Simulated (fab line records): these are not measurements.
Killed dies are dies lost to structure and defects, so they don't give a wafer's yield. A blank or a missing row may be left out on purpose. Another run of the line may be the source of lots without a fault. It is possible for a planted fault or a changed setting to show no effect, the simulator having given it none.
Which tool did it? -- flow gf180mcu -- 39 wafers from 13 lots sampled at 4 of the route's 602 steps

WHAT EACH GAUGE READ, for each wafer
GF_POLY_GATE_THK_MEAS_17. Usual: POLY_GATE_OXIDATION_THK typically reads 4.00 nm, with standard deviation 0.092.
lot,measured,on,POLY_GATE_OXIDATION_THK (nm),flag
L153,day 9 07:20,film-metro-04,4.11 4.04 4.15,
L155,day 9 18:57,film-metro-02,3.94 4.00 3.94,
L156,day 10 01:46,film-metro-01,4.15 4.09 4.04,
L157,day 10 07:46,film-metro-01,3.90 3.92 3.92,
L159,day 10 23:02,film-metro-01,3.97 4.18 4.02,
L161,day 11 09:20,film-metro-04,4.02 4.11 4.17,
L162,day 11 22:41,film-metro-02,3.93 4.10 4.06,
L163,day 12 11:19,film-metro-04,4.00 3.98 4.00,
L165,day 13 01:14,film-metro-02,3.89 3.91 3.87,
L169,day 14 01:35,film-metro-02,3.95 3.98 3.96,
L168,day 14 05:53,film-metro-04,4.04 3.98 4.17,
L174,day 15 23:27,film-metro-01,3.86 3.99 3.94,
L176,day 16 10:02,film-metro-04,3.90 3.92 3.95,

GF_HV_LDD_CD_MEAS_19 targets a cd of 400 nm. Usual: 399.6 nm for cd-nm, sd 2.4.
lot,measured,on,cd-nm (nm),flag
L153,day 10 18:20,cd-sem-02,395.8 398.6 396.8,
L155,day 11 06:56,cd-sem-01,400.2 396.8 398.9,
L156,day 11 14:26,cd-sem-01,400.8 400.6 399.5,
L157,day 11 21:19,cd-sem-01,397.9 396.2 397.6,
L159,day 12 12:33,cd-sem-02,397.8 397.0 398.1,
L161,day 13 00:17,cd-sem-02,400.4 400.4 398.8,
L162,day 13 13:21,cd-sem-02,402.2 399.5 400.4,
L163,day 14 03:53,cd-sem-01,401.3 400.9 399.0,
L165,day 14 18:57,cd-sem-01,398.4 400.4 397.8,
L169,day 15 20:05,cd-sem-01,401.2 401.6 403.1,
L168,day 16 01:53,cd-sem-02,402.7 403.2 402.6,
L174,day 17 19:28,cd-sem-01,396.4 396.3 397.0,
L176,day 18 06:59,cd-sem-02,401.6 402.8 399.7,

GF_HV_LDD_THK_MEAS_55. Usual: HV_LDD_CVD_54_THK typically reads 10.01 nm, with standard deviation 0.12.
lot,measured,on,HV_LDD_CVD_54_THK (nm),flag
L153,day 12 10:50,film-metro-01,9.76 9.87 9.81,
L155,day 12 23:31,film-metro-03,9.93 10.06 10.06,
L156,day 13 07:37,film-metro-03,9.96 10.09 9.91,
L157,day 13 15:34,film-metro-01,10.21 10.07 10.13,
L159,day 14 07:22,film-metro-04,9.94 9.96 10.01,
L161,day 14 20:18,film-metro-04,10.01 10.04 9.86,
L162,day 15 08:59,film-metro-01,9.84 9.96 9.89,
L163,day 16 02:22,film-metro-03,10.00 10.06 9.82,
L165,day 16 17:23,film-metro-01,9.87 9.83 10.05,
L169,day 17 19:54,film-metro-04,10.09 10.12 10.00,
L168,day 18 00:51,film-metro-01,9.88 9.78 10.00,
L174,day 19 21:47,film-metro-03,10.10 10.05 10.12,
L176,day 20 09:34,film-metro-03,10.23 10.20 10.18,

WHAT TOOL EACH LOT RAN ON (gives the tool, then ch and the chambers of the sampled wafers, and finally the start)
lot,GF_DNWELL_EXPOSE_04
L153,"iline-stepper-01 ch 0, day 2 13:58"
L155,"iline-stepper-01 ch 0, day 2 22:56"
L156,"iline-stepper-01 ch 0, day 3 02:58"
L157,"iline-stepper-02 ch 0, day 3 08:42"
L159,"iline-stepper-02 ch 0, day 3 19:11"
L161,"iline-stepper-01 ch 0, day 4 06:12"
L162,"iline-stepper-02 ch 0, day 4 15:35"
L163,"iline-stepper-01 ch 0, day 5 01:02"
L165,"iline-stepper-02 ch 0, day 5 08:21"
L169,"iline-stepper-02 ch 0, day 6 01:33"
L168,"iline-stepper-01 ch 0, day 6 02:46"
L174,"iline-stepper-02 ch 0, day 7 09:43"
L176,"iline-stepper-01 ch 0, day 7 19:22"
- GF_DNWELL_EXPOSE_04: exposes mask DNWELL, target cd 1700 nm.

WHAT THE TOOLS THEMSELVES READ (means of the sampled wafers that have a number; where no wafer has one, the mark that the record gives instead)
The record holds no such reading with a usual standard deviation.

THE ANSWER, worked out from the rows above alone
Rule: a lot is off if the mean of its wafers that have a number lies more than 3 standard deviations from the usual mean. A lot without any number at a reading at which 4 lots or more have one is off too. All remaining lots with rows at the step are treated as sound. First the gauges in route order, then the tools' own readings, where a lot's mean is used as printed above. The first step at which some lot is off is used, and at that step the reading that is off furthest; a lot without a number counts as furthest.
Nothing can be told from this: no lot is off at any reading shown.

WHAT THE SIMULATOR HAD INSERTED
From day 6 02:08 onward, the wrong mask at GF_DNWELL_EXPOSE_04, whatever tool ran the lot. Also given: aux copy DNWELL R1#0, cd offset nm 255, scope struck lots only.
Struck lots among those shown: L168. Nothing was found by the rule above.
